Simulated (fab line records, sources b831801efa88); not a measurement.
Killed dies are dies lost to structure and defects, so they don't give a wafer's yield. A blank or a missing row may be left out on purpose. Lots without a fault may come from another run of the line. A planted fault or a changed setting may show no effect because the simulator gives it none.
Tool commonality check | flow sky130 | 14 lots, 48 wafers sampled

WHY IT WAS OPENED
At SKY_LDD_HVN_TW_MEAS_10 the reading LDD_HVN_TW is flagged on 2 of 14 lots. Wafers without a fault read 1444, standard deviation 7.2.
Rule: a lot is flagged when every wafer of it that has a number lies more than 4 standard deviations from that mean, or none has a number. The other lots count as sound.

lot  | measured     | on            | LDD_HVN_TW, wafer by wafer    | flag
L159 | day 21 03:29 | film_metro-03 | 1441 1445 1439                |
L160 | day 21 05:02 | film_metro-01 | 1446 1438 1444                |
L162 | day 21 10:43 | film_metro-03 | 1568 1578 1579 1574 1571 1579 | FLAGGED
L164 | day 21 19:47 | film_metro-03 | 1578 1575 1579 1580 1576 1575 | FLAGGED
L165 | day 23 04:24 | film_metro-03 | 1444 1438 1436                |
L169 | day 24 12:14 | film_metro-04 | 1444 1445 1445                |
L171 | day 24 20:58 | film_metro-01 | 1446 1442 1452                |
L172 | day 24 22:50 | film_metro-03 | 1447 1445 1450                |
L175 | day 26 00:38 | film_metro-03 | 1447 1440 1451                |
L174 | day 26 03:53 | film_metro-01 | 1440 1439 1446                |
L178 | day 27 00:32 | film_metro-01 | 1456 1454 1453                |
L179 | day 27 10:09 | film_metro-04 | 1433 1421 1436                |
L182 | day 28 04:02 | film_metro-03 | 1438 1433 1437                |
L181 | day 28 06:46 | film_metro-01 | 1444 1438 1442                |
The numbers of the flagged lots are 1576 on average: +132 against the usual, or +18 standard deviations.

WHICH TOOL RAN EACH LOT
The record holds 1 process step before the reading, out of a route of 708 steps. In each cell: the tool, then ch and the chambers that the sampled wafers went through, then the start.
lot  | flag    | SKY_LDD_HVN_IMPLANT_08
L159 |         | implanter-04 ch 0, day 21 03:16
L160 |         | implanter-04 ch 0, day 21 04:49
L162 | FLAGGED | implanter-04 ch 0, day 21 10:28
L164 | FLAGGED | implanter-04 ch 0, day 21 19:32
L165 |         | implanter-01 ch 0, day 23 04:10
L169 |         | implanter-01 ch 0, day 24 11:59
L171 |         | implanter-01 ch 0, day 24 20:43
L172 |         | implanter-03 ch 0, day 24 22:35
L175 |         | implanter-04 ch 0, day 26 00:23
L174 |         | implanter-01 ch 0, day 26 03:38
L178 |         | implanter-03 ch 0, day 27 00:19
L179 |         | implanter-03 ch 0, day 27 09:55
L182 |         | implanter-03 ch 0, day 28 03:47
L181 |         | implanter-04 ch 0, day 28 06:31
What these steps do:
- SKY_LDD_HVN_IMPLANT_08
- SKY_LDD_HVN_TW_MEAS_10

FLAGGED OVER TOTAL, TOOL BY TOOL (the gauges that took the reading come last)
step                   | tool          | lots run | flagged | share of the flagged lots | sound lots run after its first flagged lot
SKY_LDD_HVN_IMPLANT_08 | implanter-01  | 4        | 0       | none                      | -
SKY_LDD_HVN_IMPLANT_08 | implanter-03  | 4        | 0       | none                      | -
SKY_LDD_HVN_IMPLANT_08 | implanter-04  | 6        | 2       | all                       | 2 (L175,L181)
SKY_LDD_HVN_TW_MEAS_10 | film_metro-01 | 5        | 0       | none                      | -
SKY_LDD_HVN_TW_MEAS_10 | film_metro-03 | 7        | 2       | all                       | 4 (L165,L172,L175,L182)
SKY_LDD_HVN_TW_MEAS_10 | film_metro-04 | 2        | 0       | none                      | -

WHAT THE TABLE ALLOWS
2 rows of the table ran every flagged lot: implanter-04 at SKY_LDD_HVN_IMPLANT_08, film_metro-03 at SKY_LDD_HVN_TW_MEAS_10.
- implanter-04 at SKY_LDD_HVN_IMPLANT_08: 2 of its 6 lots flagged. Sound lots ran on it after the first flagged one (L175, L181), which a lasting fault on the whole tool wouldn't allow. Its own readings lie more than 4 standard deviations out on every wafer of the flagged lots: beam_energy_keV.
- film_metro-03 at SKY_LDD_HVN_TW_MEAS_10: 2 of its 7 lots flagged. Sound lots ran on it after the first flagged one (L165, L172, L175, L182), which a lasting fault on the whole tool wouldn't allow.
No row of the table ran every flagged lot and no sound lot after the first.

WHAT THE SIMULATOR HAD PUT IN
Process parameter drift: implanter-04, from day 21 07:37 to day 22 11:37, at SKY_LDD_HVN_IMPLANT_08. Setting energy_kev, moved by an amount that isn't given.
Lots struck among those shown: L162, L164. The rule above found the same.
